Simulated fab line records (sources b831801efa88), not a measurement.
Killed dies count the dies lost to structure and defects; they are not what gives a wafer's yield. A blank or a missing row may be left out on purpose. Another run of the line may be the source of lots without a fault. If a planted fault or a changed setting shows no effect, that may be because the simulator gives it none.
Matching of chambers    flow gf180mcu    GF_V5_ETCH_16 on rieDiel-02: 4 sister chambers
The step etches BARC in N2/H2. 14 wafers are shown with their chamber, then 7 later ones without.

WAFERS, EACH WITH ITS CHAMBER
wafer   chamber  drypumpMotorCurrentA (A)  throttleValvePct (%)  oesProductAu (a.u.)
L557.1  3        4.6                       13.209                0.861
L557.2  0        5.6                       13.220                0.865
L557.3  1        5.9                       13.223                0.867
L562.3  2        5.7                       13.226                0.854
L562.4  0        5.7                       13.232                0.858
L562.5  1        5.9                       13.218                0.855
L566.4  2        5.7                       13.226                0.857
L566.5  3        4.7                       13.215                0.859
L566.6  2        5.7                       13.223                0.856
L570.2  0        5.7                       13.205                0.863
L570.4  3        4.7                       13.228                0.857
L570.5  0        5.7                       13.232                0.846
L572.2  2        5.7                       13.223                0.858
L572.3  1        5.9                       13.222                0.851

SIGNATURES (averages over the wafers above)
reading               chamber 0  chamber 1  chamber 2  chamber 3  scatter within a chamber
drypumpMotorCurrentA  5.675      5.900      5.700      4.667      0.0376
throttleValvePct      13.22225   13.22100   13.22450   13.21733   0.00839
oesProductAu          0.85800    0.85767    0.85625    0.85900    0.00611
Rule: a wafer lies at a distance from a chamber equal to the root of the sum of squares, over the readings, of (its reading less the chamber's mean, divided by the reading's scatter). The wafer belongs to the nearest chamber; if the next one is less than 2 further off, it can't be placed. How the scatter is found: for the shown wafers, subtract from each reading the mean of its chamber, square and add these, divide the total by (wafers less chambers), then take the root.

WAFERS WHOSE CHAMBER IS MISSING
wafer   drypumpMotorCurrentA (A)  throttleValvePct (%)  oesProductAu (a.u.)
L572.6  5.9                       13.232                0.872
L573.4  5.7                       13.211                0.848
L573.5  5.9                       13.220                0.854
L573.6  5.7                       13.234                0.855
L577.1  5.9                       13.222                0.857
L577.5  5.7                       13.212                0.845
L577.6  5.9                       13.219                0.855

CHAMBER TAKEN BY EACH
wafer   from the rows above      in truth
L572.6  1                        1
L573.4  can't be placed: 2 or 0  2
L573.5  1                        1
L573.6  can't be placed: 2 or 0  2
L577.1  1                        1
L577.5  can't be placed: 2 or 0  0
L577.6  1                        1
Correctly placed: 4 of 7. Not placeable from these rows: 3 (in 3, the candidates include the true chamber). Placed wrongly: 0.
